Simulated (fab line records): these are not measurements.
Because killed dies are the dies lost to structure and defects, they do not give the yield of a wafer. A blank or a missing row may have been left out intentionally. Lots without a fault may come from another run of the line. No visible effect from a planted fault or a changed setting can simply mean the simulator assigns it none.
Matching of chambers    flow gf180mcu    GF_V3_CMP_04 on cmp-01: 4 sister chambers
The step polishes SiO2. 8 wafers are shown with their chamber, then 9 later ones without.

WAFERS, EACH WITH ITS CHAMBER
wafer   chamber  motor current A (A)  time to endpoint s (s)
L904.4  2        11.0                 77
L909.2  3        11.6                 82
L909.4  1        14.2                 87
L913.1  2        11.1                 81
L913.4  3        11.7                 87
L917.2  1        14.9                 88
L917.3  0        11.9                 79
L917.5  0        12.5                 85

WAFERS WHOSE CHAMBER IS MISSING
wafer   motor current A (A)  time to endpoint s (s)
L920.1  11.6                 77
L920.2  11.3                 76
L920.4  11.0                 84
L922.1  11.8                 77
L922.2  13.8                 73
L922.3  11.7                 75
L924.2  11.6                 74
L924.4  11.0                 77
L924.5  11.6                 86

WHICH CHAMBER EACH WENT THROUGH
wafer   from the rows above           in truth
L920.1  can't be placed: 2 or 3 or 0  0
L920.2  can't be placed: 2 or 3       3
L920.4  can't be placed: 2 or 3       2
L922.1  can't be placed: 0 or 2 or 3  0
L922.2  can't be placed: 1 or 0       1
L922.3  can't be placed: 2 or 0 or 3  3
L924.2  can't be placed: 2 or 0 or 3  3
L924.4  2                             2
L924.5  can't be placed: 3 or 0       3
1 of 9 placed correctly. From these rows, 8 cannot be placed; in 8 the true chamber is one of the candidates. Placed wrongly: 0.
How it was worked out, from the rows above alone: a wafer's distance from a chamber is the root of the sum, over the readings, of the square of ((its reading less the chamber's mean) divided by the reading's scatter). The wafer belongs to the nearest chamber; if the next one is less than 2 further off, it can't be placed. Each chamber's mean is taken over the wafers shown for it. The scatter: the root of (the sum of the squares of (reading less its chamber's mean) over the shown wafers, divided by (wafers less chambers)).
